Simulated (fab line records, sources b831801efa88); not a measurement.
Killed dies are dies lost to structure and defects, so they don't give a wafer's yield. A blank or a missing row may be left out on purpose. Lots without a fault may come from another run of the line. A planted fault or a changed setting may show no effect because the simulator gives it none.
Problem report in the 8D (eight disciplines) form, filled by code | flow gf180mcu | the parts of the form that need people (team, actions taken, sign-off) are left out

1. THE PROBLEM
run_length_s at GF_HV_LDD_SOFTBAKE_03 reads a mean of 106.20 s on 6 wafers of 2 lots; wafers without a fault read 89.08 s with a standard deviation of 0.14. That is +99 or more standard deviations from the usual mean.
The step: time 60 s.
First seen on wafer L420.1, day 15 03:19, on litho_track-03. The record holds 39 wafers of 13 lots with a number at this step. Rule for "out", or "out of limits": more than 4 standard deviations from the usual mean. The other wafers with a number count as sound.

2. WHAT IT IS AND WHAT IT IS NOT
question                    | is                     | is not
which readings at this step | run_length_s           | heater_power_total_W, plate_temp_C
which lots                  | L420, L424             | L404, L407, L408, L409, L410, L413, L414, L415, L416, L421, L425
which wafers of those lots  | all that have a number | -
read on which tools         | litho_track-03         | litho_track-01, litho_track-02
when                        | from day 15 03:19      | up to then (27 sound wafers); but 6 sound wafers of L421, L425 came after

3. SUSPECTS, AND WHAT RULES EACH OUT
Counting: a tool at a process step up to the reading stays a suspect if it ran every lot that is out and no sound lot after the first of them.
- litho_track-03 at GF_HV_LDD_SOFTBAKE_03 (time 60 s): kept. It ran every lot that is out, first L420 (day 15 03:19), and no sound lot after that; its last sound lot up to then is L415 (day 13 13:11). Its own readings are out on those wafers: run_length_s.
Left after counting: litho_track-03 at GF_HV_LDD_SOFTBAKE_03.

4. THE CAUSE (what the simulator had put in)
Process parameter drift: litho_track-03, from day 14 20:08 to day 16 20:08, at GF_HV_LDD_SOFTBAKE_03. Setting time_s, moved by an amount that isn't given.
Counting left only this tool.

5. THE CHAIN OF EFFECTS, in route order
Each row: a reading whose mean over the struck wafers that have a number lies more than 3 standard deviations from the usual. Only readings for which the record gives a usual standard deviation are gone through. hours: the time from each lot's start at the first step in this table that gives one to its start at this step, as a median over the lots. sigmas: the change in usual standard deviations.
hours | step                  | reading      | usual   | on struck wafers | change | sigmas
0     | GF_HV_LDD_SOFTBAKE_03 | run_length_s | 89.08 s | 106.20           | +17.12 | +99 or more
The process steps in it:
- GF_HV_LDD_SOFTBAKE_03: time 60 s.
Later measuring or inspecting steps at which every struck wafer that the step has a row for has a number for every such reading, and none has moved that far: GF_NSD_TW_MEAS_12.

6. WHAT WOULD HAVE CAUGHT IT SOONER
In this record the first reading out of limits was taken at day 15 03:19, 7 hours after the fault began at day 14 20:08.
